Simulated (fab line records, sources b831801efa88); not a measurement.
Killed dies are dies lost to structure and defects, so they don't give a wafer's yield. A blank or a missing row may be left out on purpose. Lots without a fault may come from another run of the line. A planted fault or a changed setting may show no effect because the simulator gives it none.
One fault seen from 2 desks | flow gf180mcu | each desk has only its own numbers; what lay behind them comes last

THE METROLOGY DESK
What the gauges read, lot by lot, whatever tool the lot ran on: means of the sampled wafers that have a number. A lot is out of limits, marked OUT, if its mean lies more than 4 standard deviations from the usual mean; the brackets give that distance.
Columns: A = MIM_ALCU_THK at GF_MIM_THK_MEAS_11, usual 199.6 nm
lot  | first seen here | A
L132 | day 24 11:56    | 204.4
L134 | day 25 09:56    | 199.6
L138 | day 26 16:43    | 196.2
L139 | day 26 22:43    | 195.8
L145 | day 28 20:01    | 201.8
L146 | day 29 03:02    | 198.2
L148 | day 29 15:05    | 196.7
L151 | day 30 15:34    | 198.4
L153 | day 30 22:58    | 202.4
L154 | day 31 08:35    | 197.9
L155 | day 32 00:23    | 202.2
This desk's finding: nothing out of limits on any of the 11 lots.

THE TOOL OWNER'S DESK: rie_metal-03
The tool's own readings at GF_M5_METAL_ETCH_10 (etches the open film in Cl2/BCl3, stops on SiO2, target depth 750.8 nm, time 125.1 s): means of the sampled wafers that have a number, for each lot that ran on this tool. A lot is out of limits, marked OUT, if its mean lies more than 4 standard deviations from the usual mean; the brackets give that distance.
Columns: A = drypump_motor_current_A at GF_M5_METAL_ETCH_10, usual 5.6 A; B = oes_product_au at GF_M5_METAL_ETCH_10, usual 0.992 a.u.; C = rf_fwd_power_W at GF_M5_METAL_ETCH_10, usual 796.0 W; D = throttle_valve_pct at GF_M5_METAL_ETCH_10, usual 28.229 %
lot  | first seen here | A   | B               | C               | D
L132 | day 26 07:35    | 5.2 | 0.987           | 797.7           | 28.241
L139 | day 28 14:26    | 5.2 | 0.987           | 796.6           | 28.239
L145 | day 30 10:17    | 5.6 | 0.915 (-13) OUT | 668.3 (-56) OUT | 28.302 (+7.3) OUT
L146 | day 30 16:53    | 5.6 | 0.918 (-12) OUT | 668.4 (-55) OUT | 28.314 (+8.5) OUT
This desk's finding: out of limits on L145, L146; first on L145, day 30 10:17 (oes_product_au at GF_M5_METAL_ETCH_10). In limits: L132, L139.

PUT TOGETHER
The tool owner's desk could have raised an alarm at day 30 10:17, on L145, L146.
The metrology desk saw nothing out of limits.
The metrology desk has L145, L146 on record, within its limits.
Of the lots named, all ran GF_M5_METAL_ETCH_10 on rie_metal-03.

WHAT THE SIMULATOR HAD PUT IN
Process parameter drift: rie_metal-03, from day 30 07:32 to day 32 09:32, at GF_M5_METAL_ETCH_10. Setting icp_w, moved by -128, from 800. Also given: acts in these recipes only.
Lots struck among those shown: L145, L146.
Hours from the fault's start to each desk's first reading out of limits: the tool owner's desk, 3.
